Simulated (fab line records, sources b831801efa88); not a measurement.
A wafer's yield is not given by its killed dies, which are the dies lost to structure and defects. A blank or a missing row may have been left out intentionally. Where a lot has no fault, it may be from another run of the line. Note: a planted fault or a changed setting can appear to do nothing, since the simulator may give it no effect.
Comparing a struck lot with a sound one    flow sky130    15 steps out of a route of 708
Sound: the wafers L872.2, L872.4, L872.6. Struck: wafers L863.1, L863.3, L863.6. The cause is given at the end.
Order at every step that has rows: each side's tool, ch and its chambers, its first start. Under that, the readings that differ: sound wafers    struck wafers    difference of the means    sigmas: that difference in standard deviations of wafers without a fault.
alike: a reading whose means differ by less than 2 such deviations, as well as words and numbers matching on both sides. not compared: withheld readings; readings where some wafer has no value; bounds like >300 that might hide an equal value; numbers whose values overlap and for which the record gives no deviation.
A row with sigmas, a row that says differs or no value, or rows on one side alone: a step with any of these is where the two part. Numbers that have no deviation but don't overlap get no sigmas and don't part them. Lack of a reading on every wafer of one side parts them only where that side has two or more wafers.

first, 7 steps without rows for these wafers: SKY_POLY_GATE_HMDS_06 (prime time 60 s); SKY_POLY_GATE_COAT_07 (resist thk 110 nm); SKY_POLY_GATE_COAT_08 (resist thk 450 nm); SKY_POLY_GATE_SOFTBAKE_09 (time 90 s); SKY_POLY_GATE_EXPOSE_10 (exposes mask P1M, target cd 150 nm); SKY_POLY_GATE_PEB_11; SKY_POLY_GATE_DEVELOP_12 (develop time 60 s).
SKY_POLY_GATE_CD_MEAS_13: target cd 150 nm.
  struck on cd sem-02, day 19 23:08; sound on cd sem-02, day 23 14:33
  alike: cd nm
SKY_POLY_GATE_OVL_MEAS_14:
  struck on overlay-01, day 19 23:15; sound on overlay-02, day 23 14:40
reading             sound    struck       difference  sigmas
POLY_GATE_OVL (nm)  3 -2 -1  -11 -14 -15  -13         -2
SKY_POLY_GATE_ETCH_15: etches BARC in N2/H2, stops on SiO2, time 118.5 s, target depth 110 nm.
  sound on rie diel-02 ch 0,2, day 23 14:41; struck on rie diel-04 ch 1,3, day 19 23:17
  alike: drypump motor current A, oes product au, throttle valve pct
  not compared: rf hours counter h
SKY_POLY_GATE_ETCH_16: etches Si3N4 in CH3F/O2, stops on poly-Si, time 147.5 s, target depth 75 nm.
  sound on rie diel-02 ch 0,2, day 23 14:46; struck on rie diel-04 ch 1,3, day 19 23:22
  alike: ch3f flow sccm, drypump motor current A, oes product au, throttle valve pct
  not compared: rf hours counter h
SKY_POLY_GATE_ETCH_17: etches poly-Si in HBr/Cl2, stops on SiO2, target depth 180 nm, time 70.5 s.
  sound on rie si-02 ch 0,3, day 23 14:52; struck on rie si-01 ch 2,3, day 19 23:28
  alike: drypump motor current A, oes product au, throttle valve pct
  not compared: rf hours counter h
SKY_POLY_GATE_STRIP_18: strips in O2/N2.
  sound on plasma asher-03 ch 0,1, day 23 14:55; struck on plasma asher-03 ch 0,1, day 19 23:31
  no value came back on the struck wafers for chamber pressure mTorr (mTorr), drypump motor current A (A), oes product au (a.u.), strip time to endpoint s (s); on the sound wafers chamber pressure mTorr (mTorr) reads 1498.9 1500.0 1499.5
reading                                           sound  struck             difference  sigmas
model.KrF-thick_of_POLY_GATE_COAT_08.thk nm (nm)  0 0 0  141.6 138.1 138.4  +139.4      
model.BARC_of_POLY_GATE_COAT_07.thk nm (nm)       0 0 0  110.4 110.4 110.8  +110.5      
  not compared: rf hours counter h
then, 1 step without rows for these wafers: SKY_POLY_GATE_CLEAN_19 (cleans in SC1/SC2, time 150 s).
-- here the record skips 29 days between the struck wafers' starts before and after, leaving off in module POLY_GATE and picking up in module PAD_OPEN (first step shown: number 708 of the route) --
SKY_PAD_OPEN_PROBE_99:
  rows exist in the record for the struck wafers here (prober-01, day 48 13:40), but not for the sound ones

## WHERE THEY PART
Last at SKY_PAD_OPEN_PROBE_99 as far as this record goes, first at SKY_POLY_GATE_OVL_MEAS_14.

WHY: whatever the simulator had introduced
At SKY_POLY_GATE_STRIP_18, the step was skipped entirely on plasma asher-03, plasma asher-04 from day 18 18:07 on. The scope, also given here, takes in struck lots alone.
